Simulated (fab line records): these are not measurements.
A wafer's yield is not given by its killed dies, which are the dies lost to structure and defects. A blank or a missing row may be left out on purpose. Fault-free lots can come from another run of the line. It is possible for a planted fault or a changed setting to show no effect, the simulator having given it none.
Comparing a struck lot with a sound one || flow sky130 || 15 out of 708 route steps
Sound: these wafers, L431.3, L431.4, L431.6. Wafers L438.1, L438.3, L438.5 were the ones struck. The cause comes at the end.
Each step with rows lists, per side, the tool, then ch with its chambers, then its first start. Under that, the readings that differ: sound wafers || struck wafers || difference of the means || sigmas: that difference in standard deviations of wafers without a fault.
alike: readings with means less than 2 such deviations apart, plus words and numbers identical on both sides. not compared: withheld readings, readings lacking a value on some wafer, bounds such as >300 that could conceal the same value, and numbers that have no deviation in the record and whose values overlap.
The two part at a step that has a row with sigmas, a row that says differs or no value, or rows on one side only. When numbers do not overlap yet have no deviation, they are printed without sigmas and do not part them. A reading missing from all wafers of one side parts the sides only when that side holds two or more wafers.

SKY_VIA3_SPUTTER_20: material TiN, target thk 20 nm, time 80 s.
  sound on pvd_sputter-02 at day 42 07:52; struck on pvd_sputter-04 at day 44 23:13
  alike: cathode_dc_power_W, chamber_pressure_pa, throttle_valve_pct
SKY_VIA3_CVD_21: deposits W, target thk 390 nm, time 117.31 s.
  sound on cvd_w-02 ch 0,1, day 42 07:59; struck on cvd_w-01 ch 0, day 44 23:17
  alike: heater_power_w
SKY_VIA3_RS_MEAS_22: the measuring method here is four-point-probe.
  sound on film_metro-01 at day 42 08:06; struck on film_metro-04 at day 44 23:24
  alike: VIA3_W_RS
SKY_VIA3_THK_MEAS_23: measures by xrf.
  sound on film_metro-01 at day 42 08:12; struck on film_metro-04 at day 44 23:31
  alike: VIA3_W_THK
then, 4 steps without rows for these wafers: SKY_VIA3_CMP_24 (polishes, stops on SiO2, t overpolish 20 s, target thk 0 nm); SKY_METAL4_SPUTTER_00 (material Ti, target thk 15 nm, time 10 s); SKY_METAL4_SPUTTER_01 (material TiN, target thk 20 nm, time 16.7 s); SKY_METAL4_SPUTTER_02 (material AlCu, target thk 735 nm, time 39.1 s).
SKY_METAL4_SPUTTER_03: material Ti, target thk 5 nm, time 3.3 s.
  sound on pvd_sputter-01 at day 42 08:37; struck on pvd_sputter-03 at day 44 23:58
  alike: cathode_dc_power_W, chamber_pressure_pa, throttle_valve_pct
SKY_METAL4_SPUTTER_04: material TiN, target thk 70 nm, time 58.3 s.
  sound on pvd_sputter-01 at day 42 08:38; struck on pvd_sputter-03 at day 44 23:59
  alike: cathode_dc_power_W, chamber_pressure_pa, throttle_valve_pct
SKY_CAP2M_CVD_00: deposits SiO2, target thk 15.5 nm.
  sound on pecvd-02 ch 0,1, day 42 08:41; struck on pecvd-03 ch 0,1, day 45 00:02
  alike: heater_power_w
SKY_CAP2M_THK_MEAS_01:
  sound on film_metro-03 at day 42 08:44; struck on film_metro-03 at day 45 00:04
  alike: CAP2M_CVD_00_THK
SKY_CAP2M_SPUTTER_02: material TiN, target thk 200 nm, time 166.7 s.
  sound on pvd_sputter-04 at day 42 08:46; struck on pvd_sputter-04 at day 45 00:07
  no value came back on the struck wafers for cathode_dc_power_W (W), chamber_pressure_pa (Pa), throttle_valve_pct (%); on the sound wafers cathode_dc_power_W (W) reads 6498.0 6500.2 6497.1
SKY_CAP2M_RS_MEAS_03: the measuring method here is four-point-probe.
  sound on film_metro-01 at day 42 08:55; struck on film_metro-03 at day 45 00:31
{"reading": "CAP2M_TIN_RS (ohm/sq)", "sound": "7.05 7.06 6.99", "struck": "- - -", "difference": "no value on the struck wafers", "sigmas": ""}
  not compared: hold
SKY_PAD_OPEN_PROBE_99:
  the record has rows for the sound wafers here (prober-02, day 48 05:32) and none for the struck ones

WHERE THEY PART
Earliest at SKY_CAP2M_SPUTTER_02; latest, in this record, at SKY_PAD_OPEN_PROBE_99.

WHY: the cause the simulator had injected
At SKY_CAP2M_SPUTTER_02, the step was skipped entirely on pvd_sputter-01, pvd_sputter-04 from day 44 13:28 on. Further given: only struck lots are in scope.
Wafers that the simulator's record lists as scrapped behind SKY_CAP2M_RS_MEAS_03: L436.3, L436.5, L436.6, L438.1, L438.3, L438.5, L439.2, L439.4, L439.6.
